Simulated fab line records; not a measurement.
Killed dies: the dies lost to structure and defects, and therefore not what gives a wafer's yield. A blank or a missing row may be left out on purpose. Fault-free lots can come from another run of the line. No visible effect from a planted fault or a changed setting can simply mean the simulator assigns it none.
Matching of chambers -- flow sky130 -- SKY_CONTACT_ETCH_16 on rie-diel-03: 4 sister chambers
The step etches BARC in N2/H2, stops on SiO2, time 45.9 s, target depth 60 nm. 14 wafers are shown with their chamber, then 7 later ones without.

== WAFERS WITH THEIR CHAMBER ==
wafer,chamber,drypump-motor-current-A (A),throttle-valve-pct (%),oes-product-au (a.u.)
L821.1,0,6.2,13.227,0.856
L821.5,1,5.1,13.242,0.862
L821.6,2,5.4,13.221,0.854
L822.1,3,6.2,13.221,0.860
L822.3,0,6.2,13.225,0.856
L822.6,0,6.2,13.216,0.853
L830.1,1,5.1,13.234,0.849
L830.2,2,5.4,13.233,0.870
L830.4,0,6.2,13.219,0.863
L835.3,0,6.2,13.224,0.860
L835.5,1,5.0,13.242,0.856
L835.6,2,5.4,13.231,0.848
L838.1,0,6.2,13.234,0.858
L838.4,2,5.4,13.221,0.851

SIGNATURES (means of the wafers above)
reading,chamber 0,chamber 1,chamber 2,chamber 3,scatter within a chamber
drypump-motor-current-A,6.200,5.067,5.400,6.200,0.0258
throttle-valve-pct,13.22417,13.23933,13.22650,13.22100,0.00604
oes-product-au,0.85767,0.85567,0.85575,0.86000,0.00659
Rule: for a wafer and a chamber, the distance is found by dividing, reading by reading, the gap between the wafer's reading and the chamber's mean by the reading's scatter, squaring, summing and taking the root. If the next closest chamber is less than 2 further off than the closest, the wafer can't be placed; otherwise it belongs to the closest. The scatter is the square root of a quotient: the sum, over the shown wafers, of each reading's squared deviation from its chamber's mean, divided by wafers minus chambers.

== WAFERS WITH NO CHAMBER GIVEN ==
wafer,drypump-motor-current-A (A),throttle-valve-pct (%),oes-product-au (a.u.)
L838.6,6.2,13.219,0.857
L840.2,6.2,13.228,0.856
L840.3,5.4,13.227,0.856
L840.6,5.4,13.233,0.860
L841.1,5.0,13.230,0.861
L841.4,6.2,13.224,0.863
L841.6,5.4,13.207,0.860

== WHICH CHAMBER EACH WENT THROUGH ==
wafer,from the rows above,in truth
L838.6,can't be placed: 3 or 0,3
L840.2,can't be placed: 0 or 3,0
L840.3,2,2
L840.6,2,2
L841.1,1,1
L841.4,can't be placed: 3 or 0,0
L841.6,2,2
Placed correctly: 4 of 7. From these rows, 3 cannot be placed; in 3 the true chamber is one of the candidates. 0 placed wrongly.
